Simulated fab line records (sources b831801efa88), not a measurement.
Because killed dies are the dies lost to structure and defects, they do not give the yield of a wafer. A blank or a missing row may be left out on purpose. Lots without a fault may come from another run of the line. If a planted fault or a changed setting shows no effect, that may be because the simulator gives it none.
fab line records	flow sky130
record lots=14	wafers=42	lastDay=50
route steps=708 shown SD_N@350 LI_CONTACT@382 CONTACT@407
lots untouched by any fault: they come from a run of this same line in which no faults occurred
startH: start of the lot's first displayed wafer, in hours after the record's first day	waitH: how many hours have passed since the lot's step before this one	" as in the row above	L1.1+2: a row that stands for several wafers	- no value, or no start given	* or withheld: withheld	< > ~ a bound
route shown NAME@n: a module of which the file shows steps, and the number in the route of the first	usual: mean/standard deviation of fault-free wafers	same: alike in all rows	chamber/n: place in a boat	sites: per-site readings	_std_site: their standard deviation	_edge_site: mean of outer sites minus mean of inner sites	radiusMm: how far each site lies from the wafer's centre	mask NAME#n: copy n	behind: the most recent tool/chamber to have shaped the wafer	hold: why the lot was held/for how many hours/how that ended	device: the n, p or np transistor that did not switch	end of line: the same wafers' tests at the end of the route	a step given without rows: its recipe and nothing more	killed: count of dies lost to structure and defects at first sort (not the wafer's yield)	map: a wafer's dies, x killed, . not, _ none there
set.NAME: setting as actually run; set.NAME@STEP: the setting as run at that earlier step	model.NAME: the simulator's own value behind a step, which no gauge read
steps of the route over a sample of lots; a table a step, a row a wafer
services: when a tool's chamber went out of use (startH, in hours from the record's first day, below 0 if earlier), for how many hours, and the reason
## steps
# step SKY_SD_N_OVL_MEAS_08
# usual SD_N_OVL=-1.1/1.2
lot.wafer	tool	chamber	startH	waitH	SD_N_OVL[nm]
L807.1	overlay-01	-	634.50	0.1	-0.7
L807.2	"	-	"	"	-0.1
L807.3	"	-	"	"	-1.4
L808.1	overlay-02	-	653.16	0.1	0.3
L808.4	"	-	"	"	1.6
L808.5	"	-	"	"	0.7
L810.1	overlay-01	-	674.99	0.1	0.2
L810.4	"	-	"	"	0.9
L810.6	"	-	"	"	-0.1
L811.2	overlay-01	-	680.06	0.1	1.4
L811.3	"	-	"	"	1.5
L811.5	"	-	"	"	-0.4
L812.3	overlay-01	-	685.67	0.1	-0.8
L812.4	"	-	"	"	-1.1
L812.5	"	-	"	"	1.1
L821.1	overlay-01	-	762.36	0.1	-0.8
L821.4	"	-	"	"	-2.0
L821.5	"	-	"	"	-0.9
L822.1	overlay-02	-	772.49	0.1	-1.4
L822.4	"	-	"	"	-1.5
L822.6	"	-	"	"	-2.8
L824.1	overlay-02	-	785.81	0.1	-1.6
L824.3	"	-	"	"	-1.0
L824.4	"	-	"	"	-2.0
L825.1	overlay-01	-	795.34	0.1	-1.4
L825.2	"	-	"	"	-1.2
L825.6	"	-	"	"	-0.9
L826.2	overlay-02	-	796.13	0.1	-0.9
L826.3	"	-	"	"	-1.3
L826.4	"	-	"	"	-1.9
L827.1	overlay-02	-	806.56	0.1	0.8
L827.3	"	-	"	"	-0.1
L827.6	"	-	"	"	1.0
L828.1	overlay-02	-	812.05	0.1	-0.2
L828.4	"	-	"	"	-1.0
L828.5	"	-	"	"	-0.9
L829.2	overlay-01	-	818.25	0.1	-3.5
L829.5	"	-	"	"	-2.2
L829.6	"	-	"	"	-1.7
L830.3	overlay-02	-	839.36	0.1	-1.5
L830.4	"	-	"	"	-1.3
L830.5	"	-	"	"	-0.5
# step SKY_LI_CONTACT_SPUTTER_20
# recipe material=TiN	targetThkNm=20	chamberPressurePa=5	powerW=4000	timeS=80
# usual cathodeDcPowerW=3999.9/0.81	throttleValvePct=29.7/0.7
lot.wafer	tool	chamber	startH	waitH	cathodeDcPowerW	throttleValvePct
L807.1	pvdSputter-01	-	665.24	0.0	3998.8	29.8
L807.2	"	-	"	"	3999.7	30.3
L807.3	"	-	"	"	4001.1	29.5
L808.1	pvdSputter-01	-	685.31	0.0	4000.3	29.7
L808.4	"	-	"	"	4000.0	30.5
L808.5	"	-	"	"	4000.6	29.4
L810.1	pvdSputter-04	-	705.69	0.0	4001.3	29.3
L810.4	"	-	"	"	4000.1	30.9
L810.6	"	-	"	"	3998.5	29.7
L811.2	pvdSputter-04	-	709.84	0.0	4000.8	30.8
L811.3	"	-	"	"	3999.2	28.8
L811.5	"	-	"	"	3354.5	30.1
L812.3	pvdSputter-04	-	715.84	0.0	4001.2	28.9
L812.4	"	-	"	"	3352.0	30.1
L812.5	"	-	"	"	3999.3	28.8
L821.1	pvdSputter-03	-	791.59	0.0	4000.1	28.8
L821.4	"	-	"	"	3998.3	29.5
L821.5	"	-	"	"	3998.8	29.0
L822.1	pvdSputter-01	-	801.88	0.0	3999.0	29.3
L822.4	"	-	"	"	3999.9	30.0
L822.6	"	-	"	"	3999.9	30.5
L824.1	pvdSputter-01	-	814.79	0.0	3999.8	29.9
L824.3	"	-	"	"	4000.5	30.4
L824.4	"	-	"	"	3999.5	29.4
L825.1	pvdSputter-04	-	824.34	0.0	4000.6	29.4
L825.2	"	-	"	"	4000.1	28.7
L825.6	"	-	"	"	3999.5	29.4
L826.2	pvdSputter-04	-	825.58	0.0	4000.0	28.8
L826.3	"	-	"	"	4001.3	30.2
L826.4	"	-	"	"	3999.6	30.9
L827.1	pvdSputter-01	-	835.68	0.0	3999.6	29.8
L827.3	"	-	"	"	4001.2	29.8
L827.6	"	-	"	"	4000.1	29.6
L828.1	pvdSputter-01	-	841.39	0.0	3999.7	29.4
L828.4	"	-	"	"	4000.7	29.9
L828.5	"	-	"	"	3999.8	30.0
L829.2	pvdSputter-01	-	846.96	0.0	3999.7	29.8
L829.5	"	-	"	"	3999.7	29.8
L829.6	"	-	"	"	3999.7	29.9
L830.3	pvdSputter-01	-	868.06	0.0	4000.3	30.0
L830.4	"	-	"	"	3998.4	30.2
L830.5	"	-	"	"	3999.4	30.3
# step SKY_LI_CONTACT_THK_MEAS_23
# recipe thkMeasGauge=xrf	reads=W_of_LI_CONTACT_CVD_21
# usual LI_CONTACT_W_THK=405/6.1
lot.wafer	tool	chamber	startH	waitH	LI_CONTACT_W_THK[nm]
L807.1	filmMetro-01	-	665.55	0.1	413
L807.2	"	-	"	"	401
L807.3	"	-	"	"	414
L808.1	filmMetro-01	-	685.62	0.1	411
L808.4	"	-	"	"	417
L808.5	"	-	"	"	415
L810.1	filmMetro-04	-	706.12	0.1	408
L810.4	"	-	"	"	401
L810.6	"	-	"	"	403
L811.2	filmMetro-04	-	710.28	0.1	405
L811.3	"	-	"	"	405
L811.5	"	-	"	"	406
L812.3	filmMetro-03	-	716.17	0.1	407
L812.4	"	-	"	"	408
L812.5	"	-	"	"	405
L821.1	filmMetro-01	-	791.90	0.1	418
L821.4	"	-	"	"	414
L821.5	"	-	"	"	412
L822.1	filmMetro-01	-	802.19	0.1	408
L822.4	"	-	"	"	401
L822.6	"	-	"	"	405
L824.1	filmMetro-01	-	815.10	0.1	417
L824.3	"	-	"	"	416
L824.4	"	-	"	"	409
L825.1	filmMetro-04	-	824.64	0.1	400
L825.2	"	-	"	"	406
L825.6	"	-	"	"	407
L826.2	filmMetro-01	-	825.89	0.1	403
L826.3	"	-	"	"	401
L826.4	"	-	"	"	404
L827.1	filmMetro-04	-	835.98	0.1	396
L827.3	"	-	"	"	399
L827.6	"	-	"	"	399
L828.1	filmMetro-04	-	841.70	0.1	402
L828.4	"	-	"	"	400
L828.5	"	-	"	"	400
L829.2	filmMetro-04	-	847.28	0.1	400
L829.5	"	-	"	"	402
L829.6	"	-	"	"	402
L830.3	filmMetro-01	-	868.51	0.1	395
L830.4	"	-	"	"	394
L830.5	"	-	"	"	395
# step SKY_CONTACT_THK_MEAS_01
# recipe reads=Si3N4_of_CONTACT_CVD_00
# usual CONTACT_CVD_00_THK=75.5/0.9
lot.wafer	tool	chamber	startH	waitH	CONTACT_CVD_00_THK[nm]
L807.1	filmMetro-04	-	695.62	-	72.9
L807.2	"	-	"	"	73.2
L807.3	"	-	"	"	73.8
L808.1	filmMetro-04	-	714.42	-	75.8
L808.4	"	-	"	"	76.1
L808.5	"	-	"	"	76.6
L810.1	filmMetro-03	-	735.52	-	75.7
L810.4	"	-	"	"	76.9
L810.6	"	-	"	"	77.3
L811.2	filmMetro-03	-	739.18	-	75.8
L811.3	"	-	"	"	75.0
L811.5	"	-	"	"	76.3
L812.3	filmMetro-03	-	744.64	-	74.0
L812.4	"	-	"	"	76.0
L812.5	"	-	"	"	74.8
L821.1	filmMetro-03	-	819.80	-	73.1
L821.4	"	-	"	"	74.8
L821.5	"	-	"	"	74.8
L822.1	filmMetro-02	-	830.68	-	75.1
L822.4	"	-	"	"	76.2
L822.6	"	-	"	"	75.6
L824.1	filmMetro-02	-	843.82	-	74.5
L824.3	"	-	"	"	75.7
L824.4	"	-	"	"	76.0
L825.1	filmMetro-02	-	853.17	-	75.3
L825.2	"	-	"	"	74.7
L825.6	"	-	"	"	75.8
L826.2	filmMetro-04	-	854.15	-	74.5
L826.3	"	-	"	"	74.7
L826.4	"	-	"	"	75.4
L827.1	filmMetro-03	-	863.48	-	75.3
L827.3	"	-	"	"	74.8
L827.6	"	-	"	"	75.9
L828.1	filmMetro-03	-	870.24	-	75.8
L828.4	"	-	"	"	75.8
L828.5	"	-	"	"	76.9
L829.2	filmMetro-04	-	875.03	-	75.3
L829.5	"	-	"	"	75.8
L829.6	"	-	"	"	76.3
L830.3	filmMetro-02	-	895.15	-	75.2
L830.4	"	-	"	"	76.4
L830.5	"	-	"	"	75.5
## services
tool	chamber	startH	hours	kind
pvdSputter-04	-	651.32	11.7	repair
pvdSputter-01	-	656.96	7.8	repair
pvdSputter-04	-	723.35	2.1	repair
pvdSputter-03	-	724.94	3.4	repair
pvdSputter-01	-	740.09	3.8	repair
pvdSputter-04	-	786.95	4.6	repair
pvdSputter-01	-	811.99	2.3	repair
pvdSputter-03	-	821.12	5.7	repair
## key
firstSign step=SKY_LI_CONTACT_SPUTTER_20	reading=cathodeDcPowerW	direction=down	sigmas=99+	usual=3999.9	struck=3353.2
effect none on later readings
metAt SKY_LI_CONTACT_SPUTTER_20
struckLots L811,L812
struckWafers L811.5,L812.4
testerLeftOut L811,L812
notActingAt SKY_SD_N_OVL_MEAS_08,SKY_LI_CONTACT_THK_MEAS_23,SKY_CONTACT_THK_MEAS_01
fault kind=processParameterDrift	tool=pvdSputter-04	chamber=-	onsetH=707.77	steps=SKY_LI_CONTACT_SPUTTER_20	channel=powerW	offset=*	shape=step	endH=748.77	actsIn=*	stated=*	scope=struckWafersOnly
# testerLeftOut: of these lots the tester's yield and bins aren't shown, on N5 and GAA mostly nor the transistor test; their killed dies are dies lost to structure and defects alone, not to doping, threshold or leakage, so they don't give the yield
